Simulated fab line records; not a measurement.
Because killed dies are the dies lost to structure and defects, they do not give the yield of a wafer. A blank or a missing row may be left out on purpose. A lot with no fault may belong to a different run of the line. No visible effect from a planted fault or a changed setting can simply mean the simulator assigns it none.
fab line records | flow sfqLine
record: lots: 6 | wafers: 18 | lastDay: 77
route steps=325 shown I6@280 M7@281
lots that met no fault: taken from a fault-free run of the same line
startH: start of the lot's first displayed wafer, in hours after the record's first day | waitH: hours elapsed since this lot's preceding step | " identical to the entry in the row above | L1.1+2: several wafers, shown together as one row | - no value present, or no start provided | * or withheld: withheld | < > ~ a bound
route shown NAME@n: a module of which the file shows steps, and the number in the route of the first | usual: mean and standard deviation over wafers with no fault | same: alike in all rows | chamber/n: place in a boat | sites: per-site readings | _std_site: how widely they spread, as a standard deviation | _edge_site: outer sites' mean less inner sites' | radiusMm: how far each site lies from the wafer's centre | mask NAME#n: copy n | behind: tool/chamber where the wafer was last shaped | hold: why the lot went on hold/how many hours it stayed there/how the hold came to an end | device: the n, p or np transistor that did not switch | end of line: at the end of the route, the tests of the same wafers | where a step has no rows: the recipe by itself | killed: count of dies lost to structure and defects at first sort (not the wafer's yield) | map: a wafer's dies, x killed, . not, _ none there
set.NAME: the run value of the setting; set.NAME@STEP: its run value at that earlier step | model.NAME: the simulator's own value behind a step, which no gauge read
lots at selected steps of the route; one table per step, one row per wafer
services: when a tool's chamber went out of use (startH, in hours from the record's first day, below 0 if earlier), for how many hours, and the reason
== steps ==
step: SFQ_TRILAYER_I6_VIA_STRIP_SOLV_CLEAN_174
recipe: chemistry: NMP | tempC: 70 | timeS: 600
step: SFQ_TRILAYER_M7_DEP_PRE_CLEAN_176
recipe: gas: Ar | timeS: 22.5 | biasV: 250
step: SFQ_TRILAYER_M7_DEP_SPUTTER_175
recipe: material: Nb | basePressurePa: 1.33e-06 | chamberPressurePa: 0.1333 | substrateTempC: 20 | targetThkNm: 200 | powerW: 2000 | timeS: 133.3
usual: throttleValvePct: 29.9/0.8
lot.wafer | tool          | chamber | startH  | waitH | throttleValvePct
L651.1    | pvdSputter-03 | -       | 1505.94 | 0.0   | 29.9
L651.3    | "             | -       | "       | "     | 30.0
L651.5    | "             | -       | "       | "     | 30.2
L658.1    | pvdSputter-06 | -       | 1564.12 | 0.0   | 30.5
L658.2    | "             | -       | "       | "     | 31.4
L658.6    | "             | -       | "       | "     | 30.6
L661.3    | pvdSputter-03 | -       | 1584.52 | 0.0   | 30.1
L661.4    | "             | -       | "       | "     | 30.0
L661.5    | "             | -       | "       | "     | 29.9
L667.1    | pvdSputter-03 | -       | 1623.05 | 0.0   | 29.9
L667.2    | "             | -       | "       | "     | 28.9
L667.4    | "             | -       | "       | "     | 30.1
L672.1    | pvdSputter-03 | -       | 1650.65 | 0.0   | 29.1
L672.2    | "             | -       | "       | "     | 29.8
L672.3    | "             | -       | "       | "     | 30.0
L673.1    | pvdSputter-05 | -       | 1655.45 | 0.0   | 28.3
L673.3    | "             | -       | "       | "     | 30.9
L673.4    | "             | -       | "       | "     | 29.4
step: SFQ_M7_RS_MEAS_943
recipe: thkMeasGauge: four-point-probe | reads: Nb_of_TRILAYER_M7_DEP_SPUTTER_175
usual: M7_NB_RS: 0.889/0.0099
lot.wafer | tool         | chamber | startH  | waitH | M7_NB_RS[ohm/sq]
L651.1    | filmMetro-02 | -       | 1506.03 | 0.0   | 0.901
L651.3    | "            | -       | "       | "     | 0.883
L651.5    | "            | -       | "       | "     | 0.900
L658.1    | filmMetro-03 | -       | 1564.21 | 0.0   | 0.899
L658.2    | "            | -       | "       | "     | 0.904
L658.6    | "            | -       | "       | "     | 0.904
L661.3    | filmMetro-03 | -       | 1584.65 | 0.1   | 0.896
L661.4    | "            | -       | "       | "     | 0.904
L661.5    | "            | -       | "       | "     | 0.886
L667.1    | filmMetro-02 | -       | 1623.14 | 0.0   | 0.894
L667.2    | "            | -       | "       | "     | 0.889
L667.4    | "            | -       | "       | "     | 0.896
L672.1    | filmMetro-02 | -       | 1650.74 | 0.0   | 0.874
L672.2    | "            | -       | "       | "     | 0.903
L672.3    | "            | -       | "       | "     | 0.888
L673.1    | filmMetro-04 | -       | 1655.54 | 0.0   | 0.895
L673.3    | "            | -       | "       | "     | 0.895
L673.4    | "            | -       | "       | "     | 0.888
step: SFQ_TRILAYER_M7_LITHO_COAT_182
recipe: resist: BARC | spinRpm: 3000 | resistThkNm: 62
step: SFQ_TRILAYER_M7_LITHO_COAT_177
recipe: resist: KrF | spinRpm: 3000 | resistThkNm: 600
step: SFQ_TRILAYER_M7_LITHO_SOFTBAKE_181
recipe: tempC: withheld | timeS: withheld | resist: KrF
step: SFQ_TRILAYER_M7_LITHO_EXPOSE_178
recipe: maskId: M7 | na: 0.6 | sourceShape: conventional | sigmaOuter: 0.65 | targetCdNm: 500 | doseMj: 14.4
step: SFQ_TRILAYER_M7_LITHO_PEB_180
recipe: pebTempC: 115 | pebTimeS: 60 | resist: KrF
step: SFQ_TRILAYER_M7_LITHO_DEVELOP_179
recipe: timeS: 60 | resist: KrF
step: SFQ_M7_OVL_MEAS_945
usual: M7_OVL: 3/5.4
lot.wafer | tool       | chamber | startH  | waitH | M7_OVL[nm]
L651.1    | overlay-01 | -       | 1546.38 | 0.1   | 7
L651.3    | "          | -       | "       | "     | 4
L651.5    | "          | -       | "       | "     | 4
L658.1    | overlay-02 | -       | 1597.19 | 0.1   | 5
L658.2    | "          | -       | "       | "     | 5
L658.6    | "          | -       | "       | "     | 6
L661.3    | overlay-02 | -       | 1615.20 | 0.1   | 1
L661.4    | "          | -       | "       | "     | 9
L661.5    | "          | -       | "       | "     | 3
L667.1    | overlay-01 | -       | 1646.89 | 0.1   | 6
L667.2    | "          | -       | "       | "     | 0
L667.4    | "          | -       | "       | "     | 3
L672.1    | overlay-01 | -       | 1670.69 | 0.1   | -3
L672.2    | "          | -       | "       | "     | 0
L672.3    | "          | -       | "       | "     | -1
L673.1    | overlay-01 | -       | 1674.29 | 0.1   | 8
L673.3    | "          | -       | "       | "     | 13
L673.4    | "          | -       | "       | "     | 8
step: SFQ_TRILAYER_M7_BARC_OPEN_METAL_ETCH_229
recipe: maskMaterial: PR | chemistry: O2 | targetDepthNm: 125 | target: BARC | icpW: 600 | biasW: 80 | pressureMtorr: 10 | timeS: 41.7
usual: biasW: 80.00/0.24 | drypumpMotorCurrentA: 5.6/0.47 | oesProductAu: 0.686/0.0045
lot.wafer | tool        | chamber | startH  | waitH | biasW | drypumpMotorCurrentA | oesProductAu | rfHoursCounterH
L651.1    | rieMetal-01 | 0       | 1546.42 | 0.0   | 79.62 | 5.0                  | 0.685        | 95
L651.3    | "           | 1       | "       | "     | 79.94 | 5.9                  | 0.689        | -
L651.5    | "           | 1       | "       | "     | 80.39 | 5.8                  | 0.691        | -
L658.1    | rieMetal-03 | 1       | 1597.23 | 0.0   | 82.01 | 5.3                  | 0.682        | 14
L658.2    | "           | 0       | "       | "     | 82.07 | 5.1                  | 0.687        | 27
L658.6    | "           | 1       | "       | "     | 82.01 | 5.3                  | 0.685        | -
L661.3    | rieMetal-03 | 0       | 1615.25 | 0.0   | 81.54 | 5.1                  | 0.692        | -
L661.4    | "           | 1       | "       | "     | 81.72 | 5.3                  | 0.687        | -
L661.5    | "           | 0       | "       | "     | 81.77 | 5.1                  | 0.689        | -
L667.1    | rieMetal-01 | 0       | 1646.92 | 0.0   | 80.21 | 5.0                  | 0.682        | 113
L667.2    | "           | 1       | "       | "     | 80.23 | 5.8                  | 0.680        | 105
L667.4    | "           | 0       | "       | "     | 79.59 | 5.0                  | 0.684        | -
L672.1    | rieMetal-03 | 0       | 1670.72 | 0.0   | 79.60 | 5.1                  | 0.689        | 38
L672.2    | "           | 1       | "       | "     | 79.60 | 5.3                  | 0.688        | 25
L672.3    | "           | 0       | "       | "     | 79.86 | 5.1                  | 0.681        | -
L673.1    | rieMetal-01 | 0       | 1674.32 | 0.0   | 80.01 | 5.0                  | 0.682        | 117
L673.3    | "           | 0       | "       | "     | 80.16 | 5.0                  | 0.685        | -
L673.4    | "           | 1       | "       | "     | 79.65 | 5.8                  | 0.679        | -
step: SFQ_TRILAYER_M7_ETCH_METAL_ETCH_180
recipe: target: Nb | stopOn: SiO2 | maskMaterial: PR | chemistry: Cl2/Ar | targetDepthNm: 240 | icpW: 600 | biasW: 80 | pressureMtorr: 10 | timeS: 120
usual: biasW: 80.04/0.22 | drypumpMotorCurrentA: 5.6/0.47 | oesProductAu: 0.895/0.0075
lot.wafer | tool        | chamber | startH  | waitH | biasW | drypumpMotorCurrentA | oesProductAu | rfHoursCounterH
L651.1    | rieMetal-01 | 0       | 1546.48 | 0.0   | 80.20 | 5.0                  | 0.890        | 95
L651.3    | "           | 1       | "       | "     | 80.53 | 5.8                  | 0.898        | -
L651.5    | "           | 1       | "       | "     | 80.32 | 5.8                  | 0.890        | -
L658.1    | rieMetal-03 | 1       | 1597.29 | 0.0   | 80.18 | 5.3                  | 0.881        | 14
L658.2    | "           | 0       | "       | "     | 79.99 | 5.1                  | 0.884        | 27
L658.6    | "           | 1       | "       | "     | 80.10 | 5.3                  | 0.886        | -
L661.3    | rieMetal-03 | 0       | 1615.33 | 0.1   | 80.05 | 5.1                  | 0.885        | -
L661.4    | "           | 1       | "       | "     | 79.92 | 5.3                  | 0.883        | -
L661.5    | "           | 0       | "       | "     | 79.90 | 5.1                  | 0.891        | -
L667.1    | rieMetal-01 | 0       | 1646.98 | 0.0   | 79.81 | 5.0                  | 0.901        | 113
L667.2    | "           | 1       | "       | "     | 80.26 | 5.8                  | 0.906        | 105
L667.4    | "           | 0       | "       | "     | 79.86 | 5.0                  | 0.893        | -
L672.1    | rieMetal-03 | 0       | 1670.78 | 0.0   | 80.07 | 5.1                  | 0.901        | 38
L672.2    | "           | 1       | "       | "     | 79.91 | 5.3                  | 0.890        | 25
L672.3    | "           | 0       | "       | "     | 79.84 | 5.1                  | 0.902        | -
L673.1    | rieMetal-01 | 0       | 1674.38 | 0.0   | 80.00 | 5.0                  | 0.888        | 118
L673.3    | "           | 0       | "       | "     | 79.77 | 5.0                  | 0.884        | -
L673.4    | "           | 1       | "       | "     | 79.88 | 5.9                  | 0.893        | -
== services ==
tool          | chamber | startH  | hours | kind
rieMetal-03   | 1       | 1484.33 | -     | clean
rieMetal-03   | 1       | 1484.33 | -     | consumableReplace:focusRing
rieMetal-03   | 1       | 1484.33 | 20.6  | scheduledDown
rieMetal-03   | 1       | 1484.33 | 20.6  | ventCycle
rieMetal-01   | 0       | 1498.51 | 3.3   | repair
rieMetal-03   | 1       | 1507.66 | 5.6   | repair
rieMetal-01   | -       | 1513.11 | 5.3   | repair
pvdSputter-03 | -       | 1514.68 | 4.7   | repair
rieMetal-01   | -       | 1569.53 | 2.8   | pm
rieMetal-03   | 0       | 1588.09 | 4.3   | repair
rieMetal-03   | 1       | 1588.18 | 6.6   | repair
rieMetal-03   | -       | 1592.42 | 1.4   | pm
pvdSputter-03 | -       | 1612.69 | 6.9   | repair
rieMetal-03   | -       | 1636.12 | 0.2   | repair
rieMetal-01   | 1       | 1657.75 | 1.2   | repair
== key ==
firstSign: step: SFQ_TRILAYER_M7_BARC_OPEN_METAL_ETCH_229 | reading: biasW | direction: up | sigmas: 7.6 | usual: 80.00 | struck: 81.85
effect none on later readings
metAt SFQ_TRILAYER_M7_BARC_OPEN_METAL_ETCH_229
struckWafers L658.1,L658.2,L658.6,L661.3,L661.4,L661.5
fault: kind: processParameterDrift | tool: rieMetal-03 | chamber: - | onsetH: 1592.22 | steps: SFQ_TRILAYER_M7_BARC_OPEN_METAL_ETCH_229 | channel: biasW | offset: 2.0157 | shape: step | endH: 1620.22 | actsIn: theseRecipesOnly | stated: 80
